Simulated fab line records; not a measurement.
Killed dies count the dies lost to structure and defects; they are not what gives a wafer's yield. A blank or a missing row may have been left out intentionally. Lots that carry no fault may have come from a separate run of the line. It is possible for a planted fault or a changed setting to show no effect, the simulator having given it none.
fab line records    flow sky130
record: lots: 6  wafers: 18  last_day: 49
route steps=708 shown RES_PROTECT@214 POLY_GATE@217
lots that met no fault: from a run of the same line without faults
start_h: hours from the record's first day to the start of the lot's first wafer shown    wait_h: hours from the lot's prior step to this one    " the same as in the row above    L1.1+2: several wafers, shown together as one row    - no value, or no start was given    * or withheld: withheld    < > ~ a bound
route shown NAME@n: a module of which the file shows steps, and the number in the route of the first    usual: the fault-free wafers' mean and standard deviation    same: alike in all rows    chamber/n: place in a boat    sites: the reading at each site    _std_site: their standard deviation    _edge_site: inner sites' mean taken away from outer sites' mean    radius_mm: how far each site lies from the wafer's centre    mask NAME#n: copy n    behind: the last tool/chamber to shape the wafer    hold: what put the lot on hold/how long, in hours/how the hold closed    device: which transistor (n, p or np) failed to switch    end of line: the same wafers' tests at the end of the route    for a step that has no rows: nothing shown but its recipe    killed: count of dies lost to structure and defects at first sort (not the wafer's yield)    map: a wafer's dies, marking killed ones x, the rest . and places with no die _
set.NAME: the setting that was run; set.NAME@STEP: the one run at that earlier step    model.NAME: the simulator's own value behind a step, which no gauge read
lots at some steps of the route; a table a step, a row a wafer
services: from which hour (start_h, from the record's first day; less than 0 if before it) a tool's chamber was out of use, for how many hours, and why
== steps ==
step: SKY_RES_PROTECT_STRIP_07
recipe: chemistry: O2/N2  power_w: 1400  pressure_mtorr: 1500  platen_temp_c: withheld  o2_flow_sccm: 3000  n2_flow_sccm: 300  overash_fraction: 0.5
usual: chamber_pressure_mTorr: 1500.0/1.5  drypump_motor_current_A: 6.0/0.46  oes_product_au: 0.518/0.0045  strip_time_to_endpoint_s: 23.29/0.051
same: overash_fraction: 0.5
lot.wafer  tool             chamber  start_h  wait_h  chamber_pressure_mTorr  drypump_motor_current_A  oes_product_au  rf_hours_counter_h  strip_time_to_endpoint_s
L579.2     plasma_asher-04  1        343.60   0.1     1499.2                  6.3                      0.523           51                  23.32
L579.3     "                0        "        "       1499.2                  5.4                      0.516           -                   23.29
L579.5     "                0        "        "       1500.5                  5.4                      0.523           -                   23.30
L582.1     plasma_asher-03  0        364.35   0.1     1500.8                  5.5                      0.523           64                  23.32
L582.5     "                1        "        "       1497.4                  6.1                      0.523           -                   23.33
L582.6     "                0        "        "       1500.6                  5.5                      0.529           -                   23.30
L583.1     plasma_asher-01  1        383.95   0.1     1499.3                  5.9                      0.524           27                  23.32
L583.4     "                1        "        "       1497.5                  5.9                      0.521           -                   23.25
L583.6     "                1        "        "       1501.3                  5.9                      0.516           -                   23.33
L595.1     plasma_asher-03  0        491.16   0.1     1500.0                  5.5                      0.526           76                  23.29
L595.2     "                1        "        "       1501.0                  6.1                      0.516           76                  23.31
L595.4     "                0        "        "       1502.2                  5.5                      0.517           -                   23.37
L596.1     plasma_asher-01  0        498.15   0.1     1501.2                  6.7                      0.515           39                  23.21
L596.4     "                0        "        "       1499.4                  6.8                      0.519           -                   23.28
L596.5     "                0        "        "       1500.8                  6.7                      0.517           -                   23.26
L599.1     plasma_asher-04  0        518.65   0.1     1499.7                  5.4                      0.518           67                  23.17
L599.3     "                1        "        "       1497.0                  6.3                      0.512           -                   23.19
L599.6     "                1        "        "       1499.8                  6.3                      0.525           -                   23.23
step: SKY_RES_PROTECT_TW_MEAS_08
usual: POLY_GATE_TW: 4043/25
lot.wafer  tool           chamber  start_h  wait_h  POLY_GATE_TW
L579.2     film_metro-04  -        343.71   0.1     4019
L579.3     "              -        "        "       4010
L579.5     "              -        "        "       4030
L582.1     film_metro-04  -        364.45   0.1     4045
L582.5     "              -        "        "       4055
L582.6     "              -        "        "       4054
L583.1     film_metro-01  -        384.05   0.1     4050
L583.4     "              -        "        "       4071
L583.6     "              -        "        "       4075
L595.1     film_metro-01  -        491.26   0.1     4009
L595.2     "              -        "        "       4018
L595.4     "              -        "        "       4021
L596.1     film_metro-03  -        498.25   0.1     4073
L596.4     "              -        "        "       4071
L596.5     "              -        "        "       4077
L599.1     film_metro-04  -        518.75   0.1     4021
L599.3     "              -        "        "       4006
L599.6     "              -        "        "       4030
step: SKY_RES_PROTECT_CLEAN_09
recipe: chemistry: SC1/SC2  mix: 1:4:20  temp_c: 70  time_s: 150  dry: n2_spin
step: SKY_POLY_GATE_CVD_03
recipe: material: Si3N4  precursor: DCS/NH3  target_thk_nm: 75  temp_c: 770  time_s: 1290  pressure_mtorr: 250
step: SKY_POLY_GATE_THK_MEAS_04
recipe: reads: Si3N4_of_POLY_GATE_CVD_03
usual: POLY_GATE_CVD_03_THK: 75.0/0.73
lot.wafer  tool           chamber  start_h  wait_h  POLY_GATE_CVD_03_THK[nm]
L579.2     film_metro-01  -        345.18   0.0     74.3
L579.3     "              -        "        "       73.6
L579.5     "              -        "        "       74.6
L582.1     film_metro-02  -        367.44   0.0     75.2
L582.5     "              -        "        "       75.6
L582.6     "              -        "        "       76.1
L583.1     film_metro-02  -        386.55   0.0     73.5
L583.4     "              -        "        "       74.1
L583.6     "              -        "        "       74.0
L595.1     film_metro-02  -        492.73   0.0     75.7
L595.2     "              -        "        "       74.9
L595.4     "              -        "        "       75.0
L596.1     film_metro-01  -        499.72   0.0     75.7
L596.4     "              -        "        "       75.2
L596.5     "              -        "        "       76.2
L599.1     film_metro-01  -        520.21   0.0     75.0
L599.3     "              -        "        "       76.2
L599.6     "              -        "        "       75.4
step: SKY_POLY_GATE_DEHYDRATE_05
recipe: temp_c: 200  time_s: 60
step: SKY_POLY_GATE_HMDS_06
recipe: prime_time_s: 60  prime_temp_c: 120
step: SKY_POLY_GATE_COAT_07
recipe: resist: BARC  temp_c: withheld  time_s: withheld  spin_rpm: 3000  resist_thk_nm: 110
step: SKY_POLY_GATE_COAT_08
recipe: resist: KrF-thick  spin_rpm: 3000  resist_thk_nm: 450
step: SKY_POLY_GATE_SOFTBAKE_09
recipe: temp_c: 99.56  time_s: 90  resist: KrF-thick
step: SKY_POLY_GATE_EXPOSE_10
recipe: mask_id: P1M  na: 0.68  source_shape: conventional  sigma_outer: 0.6  target_cd_nm: 150  dose_mj: 28
step: SKY_POLY_GATE_PEB_11
recipe: peb_temp_c: withheld  peb_time_s: withheld  resist: KrF-thick
step: SKY_POLY_GATE_DEVELOP_12
recipe: develop_time_s: 60  resist: KrF-thick  dev_temp_c: 21
usual: chill_plate_temp_C: 22.99/0.1  develop_time_s: 60/0
lot.wafer  tool            chamber  start_h  wait_h  chill_plate_temp_C  develop_time_s  model.KrF-thick_of_POLY_GATE_COAT_08.thk_nm
L579.2     litho_track-01  0        373      -       23.03               60              437.6
L579.3     "               0        "        "       22.95               60              436.5
L579.5     "               0        "        "       23.06               60              436.5
L582.1     litho_track-01  -        395      -       -                   -               449.6
L582.5     "               -        "        "       -                   -               450
L582.6     "               -        "        "       -                   -               450
L583.1     litho_track-01  -        415      -       -                   -               448.7
L583.4     "               -        "        "       -                   -               450.6
L583.6     "               -        "        "       -                   -               450.3
L595.1     litho_track-03  0        522      -       22.89               60              435.2
L595.2     "               0        "        "       22.91               60              436
L595.4     "               0        "        "       22.88               60              436.5
L596.1     litho_track-03  0        529      -       23.08               60              435.6
L596.4     "               0        "        "       23.05               60              434.7
L596.5     "               0        "        "       23.00               60              435.5
L599.1     litho_track-04  0        550      -       23.06               60              436.4
L599.3     "               0        "        "       23.23               60              435.8
L599.6     "               0        "        "       23.00               60              436.6
step: SKY_POLY_GATE_CD_MEAS_13
recipe: target_cd_nm: 150
usual: cd_nm: 150.3/1.3
lot.wafer  tool       chamber  start_h  wait_h  cd_nm
L579.2     cd_sem-01  -        373.17   -       150.4
L579.3     "          -        "        "       150.3
L579.5     "          -        "        "       151.0
L582.1     cd_sem-02  -        395.45   -       -
L582.5     "          -        "        "       -
L582.6     "          -        "        "       -
L583.1     cd_sem-02  -        415.55   -       -
L583.4     "          -        "        "       -
L583.6     "          -        "        "       -
L595.1     cd_sem-01  -        522.85   -       150.1
L595.2     "          -        "        "       151.3
L595.4     "          -        "        "       152.1
L596.1     cd_sem-01  -        529.55   -       149.5
L596.4     "          -        "        "       148.4
L596.5     "          -        "        "       148.0
L599.1     cd_sem-02  -        550.64   -       151.1
L599.3     "          -        "        "       151.1
L599.6     "          -        "        "       149.7
== services ==
tool             chamber  start_h  hours  kind
plasma_asher-03  -        334.40   0.4    repair
plasma_asher-04  -        365.03   6.2    repair
plasma_asher-01  -        368.21   1.4    repair
plasma_asher-03  -        374.07   1.3    repair
plasma_asher-04  -        393.98   7.9    repair
plasma_asher-01  -        433.46   1.7    repair
plasma_asher-04  -        462.74   1.0    repair
plasma_asher-03  -        532.98   18.7   pm
== key ==
first_sign: step: SKY_POLY_GATE_DEVELOP_12  reading: tool_record  direction: missing
effect none on later readings
model_effect: step: SKY_POLY_GATE_DEVELOP_12  value: KrF-thick_of_POLY_GATE_COAT_08.thk_nm  without: 436.1  struck: 449.9
met_at SKY_POLY_GATE_DEVELOP_12
struck_wafers L582.1,L582.5,L582.6,L583.1,L583.4,L583.6
later_rows_left_out L582.1,L582.5,L582.6,L583.1,L583.4,L583.6
sort_left_out L582.1,L582.5,L582.6,L583.1,L583.4,L583.6
tester_left_out L582,L583
onset_between 373 395
fault: kind: skipped_step_whole  tool: litho_track-01  chamber: -  onset_h: 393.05  steps: SKY_POLY_GATE_DEVELOP_12  scope: struck_lots_only
tester_left_out: of these lots the tester's yield and bins aren't shown, on N5 and GAA mostly nor the transistor test; their killed dies are dies lost to structure and defects alone, not to doping, threshold or leakage, so they don't give the yield
sort_left_out: the simulated sort isn't trusted on such a fault, so these wafers' sort isn't shown, and their yield isn't known
later_rows_left_out: the simulator's readings of these wafers behind a module that went badly wrong aren't trusted and aren't shown, but for the sort
